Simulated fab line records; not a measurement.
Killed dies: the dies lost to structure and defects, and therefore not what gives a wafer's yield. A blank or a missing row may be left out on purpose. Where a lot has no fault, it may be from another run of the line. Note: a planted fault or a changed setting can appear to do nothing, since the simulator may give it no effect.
Chamber matching / flow sky130 / 3 sister chambers for SKY_CAPM_CVD_00 on pecvd-04
The step deposits SiO2, target thk 15.5 nm. 14 wafers are shown with their chamber, then 7 later ones without.

## WAFERS WITH THEIR CHAMBER
wafer=L153.1; chamber=2; heater-power-w (W)=798
wafer=L153.3; chamber=1; heater-power-w (W)=652
wafer=L153.4; chamber=1; heater-power-w (W)=647
wafer=L158.2; chamber=1; heater-power-w (W)=739
wafer=L158.3; chamber=2; heater-power-w (W)=768
wafer=L158.4; chamber=1; heater-power-w (W)=747
wafer=L160.1; chamber=2; heater-power-w (W)=761
wafer=L160.2; chamber=1; heater-power-w (W)=626
wafer=L160.5; chamber=0; heater-power-w (W)=782
wafer=L164.1; chamber=1; heater-power-w (W)=764
wafer=L164.2; chamber=2; heater-power-w (W)=684
wafer=L164.6; chamber=1; heater-power-w (W)=745
wafer=L165.1; chamber=0; heater-power-w (W)=767
wafer=L165.3; chamber=1; heater-power-w (W)=661

SIGNATURES (averages over the wafers above)
reading=heater-power-w; chamber 0=774.50; chamber 1=697.62; chamber 2=752.75; scatter within a chamber=51.4
Rule: for a wafer and a chamber, the distance is found by dividing, reading by reading, the gap between the wafer's reading and the chamber's mean by the reading's scatter, squaring, summing and taking the root. If the next closest chamber is less than 2 further off than the closest, the wafer can't be placed; otherwise it belongs to the closest. The scatter is the square root of a quotient: the sum, over the shown wafers, of each reading's squared deviation from its chamber's mean, divided by wafers minus chambers.

## WAFERS MISSING THEIR CHAMBER
wafer=L165.4; heater-power-w (W)=747
wafer=L167.2; heater-power-w (W)=776
wafer=L167.4; heater-power-w (W)=734
wafer=L167.6; heater-power-w (W)=786
wafer=L169.1; heater-power-w (W)=659
wafer=L169.5; heater-power-w (W)=796
wafer=L169.6; heater-power-w (W)=768

## CHAMBER TAKEN BY EACH
wafer=L165.4; from the rows above=can't be placed: 2 or 0 or 1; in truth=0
wafer=L167.2; from the rows above=can't be placed: 0 or 2 or 1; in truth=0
wafer=L167.4; from the rows above=can't be placed: 2 or 1 or 0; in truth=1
wafer=L167.6; from the rows above=can't be placed: 0 or 2 or 1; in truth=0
wafer=L169.1; from the rows above=can't be placed: 1 or 2 or 0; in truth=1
wafer=L169.5; from the rows above=can't be placed: 0 or 2 or 1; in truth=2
wafer=L169.6; from the rows above=can't be placed: 0 or 2 or 1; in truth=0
Placed correctly: 0 of 7. Can't be placed from these rows: 7 (the true chamber is among the candidates in 7). Placed wrongly: 0.
